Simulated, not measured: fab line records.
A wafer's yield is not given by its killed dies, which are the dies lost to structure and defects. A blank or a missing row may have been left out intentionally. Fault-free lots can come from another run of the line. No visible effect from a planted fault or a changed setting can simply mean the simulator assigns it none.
Split-lot experiment + flow sfq line + 27 wafers read across 5 lots, on a route 325 steps long

## THE SPLIT ITSELF
At SFQ_TRILAYER_R5_DEP_SPUTTER_133 (material MoNx, target thk 40 nm, time 66.7 s), the setting time s was moved away from the recipe's 66.7 s on 12 of the 27 wafers read, by -51.0% to +51.7%. The other wafers ran this setting at the recipe's value.

## FROM THE SPLIT TO THE READING: what the file shows between them, 2 steps
- SFQ_TRILAYER_R5_DEP_SPUTTER_134: material Ti, target thk 5 nm, time 5 s
- SFQ_R5_RS_MEAS_933: measures by four-point-probe

## THE READING
R5_MONX_THK, in nm, at SFQ_R5_THK_MEAS_934 (measures by xrf). Fault-free wafers of this fab line usually give 39.5 nm, standard deviation 0.42 nm.

| wafer  | tool, chamber at the split | time s as run, s | against the recipe | R5_MONX_THK, nm | against lot-mates on the recipe |
|--------|----------------------------|------------------|--------------------|-----------------|---------------------------------|
| L074.1 | pvd sputter-06, -          | 38.47            | -42.3%             | 22.5            | -17.3                           |
| L074.2 | pvd sputter-06, -          | 66.7             | recipe             | 40.1            | -                               |
| L074.3 | pvd sputter-06, -          | 38.47            | -42.3%             | 23.3            | -16.5                           |
| L074.4 | pvd sputter-06, -          | 66.7             | recipe             | 39.3            | -                               |
| L074.5 | pvd sputter-06, -          | 38.47            | -42.3%             | 23.0            | -16.8                           |
| L074.6 | pvd sputter-06, -          | 66.7             | recipe             | 40.0            | -                               |
| L075.1 | pvd sputter-06, -          | 101.2            | +51.7%             | 59.7            | +20.2                           |
| L075.2 | pvd sputter-06, -          | 66.7             | recipe             | 40.0            | -                               |
| L075.3 | pvd sputter-06, -          | 66.7             | recipe             | 39.0            | -                               |
| L075.4 | pvd sputter-06, -          | 66.7             | recipe             | 39.6            | -                               |
| L075.5 | pvd sputter-06, -          | 101.2            | +51.7%             | 59.6            | +20.1                           |
| L075.6 | pvd sputter-06, -          | 101.2            | +51.7%             | 60.5            | +21.0                           |
| L081.3 | pvd sputter-03, -          | 66.7             | recipe             | 39.3            | -                               |
| L081.4 | pvd sputter-03, -          | 66.7             | recipe             | 39.3            | -                               |
| L081.5 | pvd sputter-03, -          | 66.7             | recipe             | 39.4            | -                               |
| L083.1 | pvd sputter-05, -          | 66.7             | recipe             | 38.9            | -                               |
| L083.2 | pvd sputter-05, -          | 86.06            | +29.0%             | 50.4            | +11.1                           |
| L083.3 | pvd sputter-05, -          | 66.7             | recipe             | 39.7            | -                               |
| L083.4 | pvd sputter-05, -          | 66.7             | recipe             | 39.2            | -                               |
| L083.5 | pvd sputter-05, -          | 86.06            | +29.0%             | 50.9            | +11.6                           |
| L083.6 | pvd sputter-05, -          | 86.06            | +29.0%             | 50.9            | +11.6                           |
| L084.1 | pvd sputter-03, -          | 66.7             | recipe             | 39.5            | -                               |
| L084.2 | pvd sputter-03, -          | 66.7             | recipe             | 39.0            | -                               |
| L084.3 | pvd sputter-03, -          | 32.65            | -51.0%             | 19.3            | -20.0                           |
| L084.4 | pvd sputter-03, -          | 32.65            | -51.0%             | 19.2            | -20.1                           |
| L084.5 | pvd sputter-03, -          | 66.7             | recipe             | 39.3            | -                               |
| L084.6 | pvd sputter-03, -          | 32.65            | -51.0%             | 19.3            | -20.0                           |

FIT RESULTS
A straight line over all 27 wafers: R5_MONX_THK changes by +0.394 nm for each +1% of time s; r = +1.00; the points scatter about the line by 0.36 nm.
The same after taking each lot's own level away (the mean of its wafers on the recipe; 27 wafers): +0.395 nm for each +1%; r = +1.00; scatter 0.31 nm.
On that fit, the largest move of time s shifts the reading by 20 nm.
From 39.27 to 39.80 nm: that is the span of the lots' own levels, equal to 1.3 times the standard deviation above.
So the lot-to-lot level changes the slope little: the two slopes agree.
Check: for one of the wafers moved furthest among these (+51.7%), held out of the fit, the line's prediction against its lot-mates is +20.4 nm. Against them it came out at +20.2 nm.

## THE WHOLE CHAIN: every reading that the file lists as answering this split, in the file's order
| step                            | what it does                                 | reading                                                                                     | change (the file's fit)               | r (the file's) |
|---------------------------------|----------------------------------------------|---------------------------------------------------------------------------------------------|---------------------------------------|----------------|
| SFQ_TRILAYER_R5_DEP_SPUTTER_133 | material MoNx, target thk 40 nm, time 66.7 s | MoNx_of_TRILAYER_R5_DEP_SPUTTER_133.thk nm (the simulator's own value, which no gauge read) | +0.399 nm for each +1% of the setting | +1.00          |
| SFQ_R5_RS_MEAS_933              | measures by four-point-probe                 | R5_MONX_RS                                                                                  | -0.0871 for each +1% of the setting   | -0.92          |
| SFQ_R5_THK_MEAS_934             | measures by xrf                              | R5_MONX_THK                                                                                 | +0.395 for each +1% of the setting    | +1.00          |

## THE FILE'S OWN FIT
R5_MONX_THK changes by +0.395 nm for each +1% of time s, r = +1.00.
